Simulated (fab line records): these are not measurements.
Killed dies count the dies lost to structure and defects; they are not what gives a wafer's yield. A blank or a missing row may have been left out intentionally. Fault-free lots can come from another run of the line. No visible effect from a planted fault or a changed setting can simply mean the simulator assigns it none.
Comparing a struck lot with a sound one || flow sky130 || 45 out of 708 route steps
Sound: these wafers, L252.1, L252.3, L252.6. Struck: wafers L261.2, L261.4. The cause comes at the end.
For every step that has rows: the tool of each side, followed by ch and its chambers, followed by its first start. Under that, the readings that differ: sound wafers || struck wafers || difference of the means || sigmas: that difference in standard deviations of wafers without a fault.
alike: a reading whose means differ by less than 2 such deviations, as well as words and numbers matching on both sides. not compared: withheld readings; readings where some wafer has no value; bounds like >300 that might hide an equal value; numbers whose values overlap and for which the record gives no deviation.
The two part at a step that has a row with sigmas, a row that says differs or no value, or rows on one side only. Non-overlapping numbers with no deviation appear without sigmas and do not part them. A reading that every wafer of one side lacks parts them only if that side has two wafers or more.

first, 8 steps without rows for these wafers: SKY_POLY_GATE_DEHYDRATE_05 (time 60 s); SKY_POLY_GATE_HMDS_06 (prime time 60 s); SKY_POLY_GATE_COAT_07 (resist thk 110 nm); SKY_POLY_GATE_COAT_08 (resist thk 450 nm); SKY_POLY_GATE_SOFTBAKE_09 (time 90 s); SKY_POLY_GATE_EXPOSE_10 (exposes mask P1M, target cd 150 nm); SKY_POLY_GATE_PEB_11; SKY_POLY_GATE_DEVELOP_12 (develop time 60 s).
SKY_POLY_GATE_CD_MEAS_13: target cd 150 nm.
  sound: cd sem-01 at day 18 01:35; struck: cd sem-01 at day 21 20:49
  alike: cd nm
SKY_POLY_GATE_OVL_MEAS_14:
  sound: overlay-01 at day 18 01:42; struck: overlay-02 at day 21 20:55
  alike: POLY_GATE_OVL
SKY_POLY_GATE_ETCH_15: etches BARC in N2/H2, stops on SiO2, time 118.5 s, target depth 110 nm.
  sound on rie diel-03 ch 0,1,3, day 18 01:44; struck on rie diel-01 ch 1,3, day 21 20:56
  alike: chamber pressure mTorr, drypump motor current A, oes product au, throttle valve pct
  not compared: rf hours counter h
SKY_POLY_GATE_ETCH_16: etches Si3N4 in CH3F/O2, stops on poly-Si, time 147.5 s, target depth 75 nm.
  sound on rie diel-03 ch 0,1,3, day 18 01:49; struck on rie diel-01 ch 1,3, day 21 21:02
  alike: chamber pressure mTorr, drypump motor current A, oes product au, throttle valve pct
  not compared: rf hours counter h
SKY_POLY_GATE_ETCH_17: etches poly-Si in HBr/Cl2, stops on SiO2, target depth 180 nm, time 70.5 s.
  sound on rie si-02 ch 0,2,3, day 18 01:55; struck on rie si-01 ch 2, day 21 21:08
{"reading": "mfc cl2 sccm (sccm)", "sound": "50.23 50.03 50.37", "struck": "49.82 49.87", "difference": -0.37, "sigmas": -2}
{"reading": "oes product au (a.u.)", "sound": "0.993 1.010 0.989", "struck": "0.853 0.862", "difference": -0.140, "sigmas": -21}
{"reading": "over etch frac", "sound": "0.56667 0.56667 0.56667", "struck": "0.97086 0.97086", "difference": "+0.40419", "sigmas": ""}
{"reading": "model.KrF-thick_of_POLY_GATE_COAT_08.thk nm (nm)", "sound": "141.9 138.6 138.3", "struck": "118.8 117.6", "difference": -21.4, "sigmas": ""}
{"reading": "model.SiO2_of_SONOS_ONO_CVD_04.thk nm (nm)", "sound": "4.35 4.401 4.394", "struck": "3.333 3.373", "difference": -1.029, "sigmas": ""}
  alike: chamber pressure mTorr, drypump motor current A, throttle valve pct
  not compared: rf hours counter h
SKY_POLY_GATE_STRIP_18: strips in O2/N2.
  sound on plasma asher-04 ch 0,1, day 18 01:59; struck on plasma asher-03 ch 0,1, day 21 21:11
{"reading": "oes product au (a.u.)", "sound": "0.358 0.354 0.365", "struck": "0.347 0.345", "difference": -0.013, "sigmas": -3}
{"reading": "strip time to endpoint s (s)", "sound": "3.188 3.141 3.154", "struck": "2.936 2.940", "difference": -0.223, "sigmas": -8}
  alike: chamber pressure mTorr, drypump motor current A
  not compared: rf hours counter h
then, 2 steps without rows for these wafers: SKY_POLY_GATE_CLEAN_19 (cleans in SC1/SC2, time 150 s); SKY_POLY_GATE_OXIDATION_20 (stabilise 600 s, purge 300 s, target thk 4 nm).
SKY_POLY_GATE_THK_MEAS_21:
  sound: film metro-04 at day 18 03:23; struck: film metro-03 at day 21 23:08
  alike: POLY_GATE_OXIDATION_THK
SKY_POLY_GATE_CD_MEAS_22:
  sound: cd sem-01 at day 18 03:27; struck: cd sem-01 at day 21 23:13
  alike: cd nm
then, 7 steps without rows for these wafers: SKY_LDD_N_DEHYDRATE_00 (time 60 s); SKY_LDD_N_HMDS_01 (prime time 60 s); SKY_LDD_N_COAT_02 (resist thk 300 nm); SKY_LDD_N_SOFTBAKE_03 (time 60 s); SKY_LDD_N_EXPOSE_04 (exposes mask NTM, target cd 840 nm); SKY_LDD_N_PEB_05; SKY_LDD_N_DEVELOP_06 (develop time 60 s).
SKY_LDD_N_OVL_MEAS_07:
  sound: overlay-02 at day 19 09:21; struck: overlay-01 at day 23 05:44
  alike: LDD_N_OVL
then, 8 steps without rows for these wafers: SKY_LDD_N_IMPLANT_08; SKY_LDD_N_IMPLANT_09; SKY_LDD_N_IMPLANT_10; SKY_LDD_N_IMPLANT_11; SKY_LDD_N_IMPLANT_12; SKY_LDD_N_IMPLANT_13; SKY_LDD_N_IMPLANT_14; SKY_LDD_N_IMPLANT_15.
SKY_LDD_N_STRIP_16: strips in O2/N2.
  sound on plasma asher-04 ch 0,1, day 19 10:35; struck on plasma asher-04 ch 1, day 23 06:58
  alike: chamber pressure mTorr, drypump motor current A, oes product au, strip time to endpoint s
  not compared: rf hours counter h
SKY_LDD_N_TW_MEAS_17:
  sound: film metro-02 at day 19 10:41; struck: film metro-02 at day 23 07:05
  alike: LDD_N_TW
then, 6 steps without rows for these wafers: SKY_LDD_P_DEHYDRATE_00 (time 60 s); SKY_LDD_P_HMDS_01 (prime time 60 s); SKY_LDD_P_COAT_02 (resist thk 1140 nm); SKY_LDD_P_SOFTBAKE_03 (time 60 s); SKY_LDD_P_EXPOSE_04 (exposes mask PSDM, target cd 380 nm); SKY_LDD_P_PEB_05.
-- the record jumps here: 13 days lie between the struck wafers' starts before and after (it left off in module LDD_P and takes up again in module METAL1, whose first step shown is number 439 of the route) --
SKY_METAL1_RS_MEAS_05: measurement is done with a four-point probe.
  sound: film metro-01 at day 33 05:00; struck: film metro-02 at day 36 14:22
  alike: METAL1_ALCU_RS
  not compared: hold
SKY_METAL1_THK_MEAS_06: measures by xrf.
  sound: film metro-01 at day 33 05:07; struck: film metro-02 at day 36 16:09
  alike: METAL1_ALCU_THK
  not compared: hold
-- the record jumps here: 13 days lie between the struck wafers' starts before and after (it left off in module METAL1 and takes up again in module PAD_OPEN, whose first step shown is number 708 of the route) --
SKY_PAD_OPEN_PROBE_99:
  sound: prober-02 at day 46 22:22; struck: prober-02 at day 49 12:06
{"reading": "killed open", "sound": "53 51 49", "struck": "39 34", "difference": -14, "sigmas": -2}
{"reading": "model.etest.tip sonos.rs ohm sq", "sound": "2587 2609 2616", "struck": "2353 2298", "difference": -278, "sigmas": ""}
{"reading": "model.etest.tip n.rs ohm sq", "sound": "440.2 442.1 443", "struck": "433.8 434.6", "difference": -7.6, "sigmas": ""}
  alike: killed_at_M0_to_M3, killed_at_M4_up, killed at contacts, killed at front end, killed at other, killed dies, killed short

== WHERE THEY PART ==
At SKY_POLY_GATE_ETCH_17 first; at SKY_PAD_OPEN_PROBE_99 last (within this record only).

WHY: whatever the simulator had introduced
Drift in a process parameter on rie si-01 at SKY_POLY_GATE_ETCH_17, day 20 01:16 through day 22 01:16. From 0.56667, the setting over etch frac moved by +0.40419. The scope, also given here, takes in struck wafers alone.
